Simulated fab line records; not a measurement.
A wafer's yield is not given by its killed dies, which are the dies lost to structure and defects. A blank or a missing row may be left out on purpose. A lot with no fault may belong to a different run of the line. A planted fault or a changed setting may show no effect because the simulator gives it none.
One fault through the eyes of 2 desks | flow sky130 | only its own numbers are on each desk; what lay behind them is given at the end

TOOL OWNER'S DESK, wet-bench-02
The tool's own readings at SKY_METAL5_STRIP_17 (strips in post etch residue remover, time 1200 s): means of the sampled wafers that have a number, for each lot that ran on this tool. Marked OUT: a lot whose mean sits more than 4 standard deviations from the usual mean, which makes it out of limits; the brackets give that distance.
Columns: A = bath-guard-temp-C at SKY_METAL5_STRIP_17, usual 72.4 C; B = bath-heat-duty-pct at SKY_METAL5_STRIP_17, usual 15.0 %
lot  | first seen here | A    | B
L478 | day 44 17:41    | 72.0 | 15.3
L479 | day 44 23:29    | 72.2 | 15.9
L480 | day 45 01:35    | 72.6 | 13.0
L481 | day 45 08:49    | 72.0 | 16.2
L497 | day 49 07:05    | 72.7 | 12.9
This desk's verdict: no lot among the 5 shows anything out of limits.

FROM THE METROLOGY DESK
Lot by lot, what the gauges showed, no matter which tool ran the lot: averages of those sampled wafers that carry a number. Marked OUT: a lot whose mean sits more than 4 standard deviations from the usual mean, which makes it out of limits; the brackets give that distance.
Columns: A = METAL5_ALCU_RS at SKY_METAL5_RS_MEAS_05, usual 0.0269 ohm/sq
lot  | first seen here | A
L475 | day 42 11:08    | 0.0272
L478 | day 43 19:19    | 0.0273
L479 | day 44 00:52    | 0.0266
L480 | day 44 03:35    | 0.0273
L481 | day 44 11:02    | 0.0265
L482 | day 44 18:58    | 0.0275
L489 | day 46 17:14    | 0.0268
L490 | day 47 01:59    | 0.0271
L494 | day 47 18:17    | 0.0269
L495 | day 48 03:20    | 0.0269
L496 | day 48 06:34    | 0.0271
L497 | day 48 13:10    | 0.0268
This desk's verdict: no lot among the 12 shows anything out of limits.

BROUGHT TOGETHER
Nothing out of limits was seen by the tool owner's desk.
The metrology desk saw nothing out of limits.

WHAT THE SIMULATOR HAD INSERTED
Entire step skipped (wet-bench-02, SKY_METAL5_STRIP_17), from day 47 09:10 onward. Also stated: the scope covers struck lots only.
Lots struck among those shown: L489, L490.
